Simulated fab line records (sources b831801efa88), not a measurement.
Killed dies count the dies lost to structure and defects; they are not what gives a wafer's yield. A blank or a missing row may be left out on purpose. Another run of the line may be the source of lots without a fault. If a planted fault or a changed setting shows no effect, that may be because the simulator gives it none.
Split-lot study | flow sfq_line | 23 wafers read from 5 lots, route of 325 steps

## ON THE SPLIT
At SFQ_TRILAYER_M1_BARC_OPEN_METAL_ETCH_054 (etches BARC in O2, target depth 125 nm, time 41.7 s), the setting time_s was moved away from the recipe's 41.7 s on 7 of the 23 wafers read, by -8.3% to +13.4%. The other wafers ran this setting at the recipe's value.

The reading comes from the split's own step.

## THE READING
KrF_of_TRILAYER_M1_LITHO_COAT_039.thk_nm (the simulator's own value, which no gauge read), in nm, at SFQ_TRILAYER_M1_BARC_OPEN_METAL_ETCH_054 (etches BARC in O2, target depth 125 nm, time 41.7 s). The file gives no usual value for it. The 16 wafers here that ran the recipe average 521.1 nm, standard deviation 1.9 nm.

wafer  | tool, chamber at the split | time_s as run, s | against the recipe | KrF_of_TRILAYER_M1_LITHO_COAT_039.thk_nm, nm | against lot-mates on the recipe
L076.1 | rie_metal-01, 0            | 41.7             | recipe             | 518.3                                        | -
L076.2 | rie_metal-01, 1            | 38.23            | -8.3%              | 524.3                                        | +4.9
L076.3 | rie_metal-01, 0            | 41.7             | recipe             | 519.6                                        | -
L076.4 | rie_metal-01, 1            | 38.23            | -8.3%              | 523.6                                        | +4.2
L076.5 | rie_metal-01, 0            | 41.7             | recipe             | 520.4                                        | -
L077.1 | rie_metal-03, 1            | 41.7             | recipe             | 517.8                                        | -
L077.2 | rie_metal-03, 0            | 39.6             | -5.0%              | 521.1                                        | +3.5
L077.4 | rie_metal-03, 1            | 39.6             | -5.0%              | 522.3                                        | +4.6
L077.5 | rie_metal-03, 0            | 41.7             | recipe             | 517.5                                        | -
L077.6 | rie_metal-03, 1            | 39.6             | -5.0%              | 520.6                                        | +3.0
L078.1 | rie_metal-01, 0            | 41.7             | recipe             | 521.2                                        | -
L078.2 | rie_metal-01, 0            | 41.7             | recipe             | 521.5                                        | -
L078.3 | rie_metal-01, 0            | 47.29            | +13.4%             | 511.7                                        | -9.3
L078.4 | rie_metal-01, 0            | 41.7             | recipe             | 520.2                                        | -
L078.6 | rie_metal-01, 0            | 47.29            | +13.4%             | 515.2                                        | -5.8
L082.2 | rie_metal-04, 0            | 41.7             | recipe             | 523.1                                        | -
L082.4 | rie_metal-04, 1            | 41.7             | recipe             | 522.2                                        | -
L082.6 | rie_metal-04, 1            | 41.7             | recipe             | 521                                          | -
L083.2 | rie_metal-03, 0            | 41.7             | recipe             | 523.1                                        | -
L083.3 | rie_metal-03, 1            | 41.7             | recipe             | 523.7                                        | -
L083.4 | rie_metal-03, 0,1          | 41.7             | recipe             | 522.7                                        | -
L083.6 | rie_metal-03, 0,1          | 41.7             | recipe             | 522.7                                        | -
L083.5 | rie_metal-03, 0            | 41.7             | recipe             | 523                                          | -
If several chambers appear in one row, that row covers several wafers at once and the file leaves open which wafer was in which chamber.

FIT RESULTS
A straight line over all 23 wafers: KrF_of_TRILAYER_M1_LITHO_COAT_039.thk_nm changes by -0.45 nm for each +1% of time_s; r = -0.77; the points scatter about the line by 2 nm.
The same after taking each lot's own level away (the mean of its wafers on the recipe; 23 wafers): -0.578 nm for each +1%; r = -0.96; scatter 0.87 nm.
Per that fit: largest time_s move, reading shift of 7.8 nm.
Measured against the standard deviation above, the lots' own levels, which go from 517.65 to 523.04 nm, span 2.8 times it.
So the lot-to-lot level blurs the effect unless lot-mates are compared.
Check: with one of the wafers moved furthest among these (+13.4%) left out of the fit, the line predicts -6.72 nm for it against its lot-mates. Against them it came out at -9.27 nm.

## THESE WAFERS: OTHER SPLITS
Note: prior to the reading, these wafers also went through further splits. Each is held against what the fit with the lots' levels taken away leaves over:
other split on the same wafers               | wafers away from the commonest value | r with KrF_of_TRILAYER_M1_LITHO_COAT_039.thk_nm (lot level and that fit taken away)
SFQ_TRILAYER_L0_LITHO_COAT_005 resist_thk_nm | 6                                    | -0.02
SFQ_TRILAYER_L0_LITHO_EXPOSE_006 dose_mj     | 9                                    | -0.07
SFQ_TRILAYER_L0_ETCH_METAL_ETCH_008 time_s   | 5                                    | +0.05
SFQ_TRILAYER_M0_DEP_SPUTTER_019 time_s       | 9                                    | -0.32
SFQ_TRILAYER_I0_VIA_LITHO_COAT_036 spin_rpm  | 8                                    | -0.12
SFQ_TRILAYER_I0_VIA_LITHO_PEB_034 peb_time_s | 8                                    | -0.05

## THE FILE'S OWN FIT
KrF_of_TRILAYER_M1_LITHO_COAT_039.thk_nm changes by -0.576 nm for each +1% of time_s, r = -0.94.
